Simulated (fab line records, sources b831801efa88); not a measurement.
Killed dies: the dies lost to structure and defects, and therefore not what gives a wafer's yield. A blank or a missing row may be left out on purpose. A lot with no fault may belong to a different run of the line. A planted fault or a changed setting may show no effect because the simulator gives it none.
Matching of chambers / flow gf180mcu / cmp-02 running GF_V1_CMP_26: 4 sister chambers
The step polishes, stops on SiO2, t overpolish 15 s, target thk 0 nm. 4 wafers are shown with their chamber, then 7 later ones without.

## WAFERS PAIRED WITH THEIR CHAMBERS
wafer=L728.6; chamber=2; motor_current_A (A)=12.2
wafer=L731.3; chamber=3; motor_current_A (A)=12.6
wafer=L731.5; chamber=1; motor_current_A (A)=12.4
wafer=L736.3; chamber=0; motor_current_A (A)=11.7

## WAFERS WHOSE CHAMBER IS MISSING
wafer=L736.5; motor_current_A (A)=11.3
wafer=L736.6; motor_current_A (A)=12.1
wafer=L737.3; motor_current_A (A)=11.9
wafer=L737.5; motor_current_A (A)=11.9
wafer=L743.1; motor_current_A (A)=13.3
wafer=L743.3; motor_current_A (A)=11.4
wafer=L743.5; motor_current_A (A)=12.2

## WHICH CHAMBER EACH WENT THROUGH
wafer=L736.5; from the rows above=can't be placed: 0 or 2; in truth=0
wafer=L736.6; from the rows above=can't be placed: 2 or 1 or 0 or 3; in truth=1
wafer=L737.3; from the rows above=can't be placed: 0 or 2 or 1 or 3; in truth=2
wafer=L737.5; from the rows above=can't be placed: 0 or 2 or 1 or 3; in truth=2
wafer=L743.1; from the rows above=can't be placed: 3 or 1 or 2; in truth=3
wafer=L743.3; from the rows above=can't be placed: 0 or 2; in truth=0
wafer=L743.5; from the rows above=can't be placed: 2 or 1 or 3 or 0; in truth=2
0 of 7 placed correctly. Can't be placed from these rows: 7 (the true chamber is among the candidates in 7). Number placed wrongly: 0.
How it was worked out, from the rows above alone: a wafer's distance from a chamber is the root of the sum, over the readings, of the square of ((its reading less the chamber's mean) divided by the reading's scatter). If the next closest chamber is less than 2 further off than the closest, the wafer can't be placed; otherwise it belongs to the closest. Each chamber's mean is taken over the wafers shown for it. The scatter: with one shown wafer a chamber, the root of the mean of the squares of how far each hidden wafer lies from its nearest shown one.
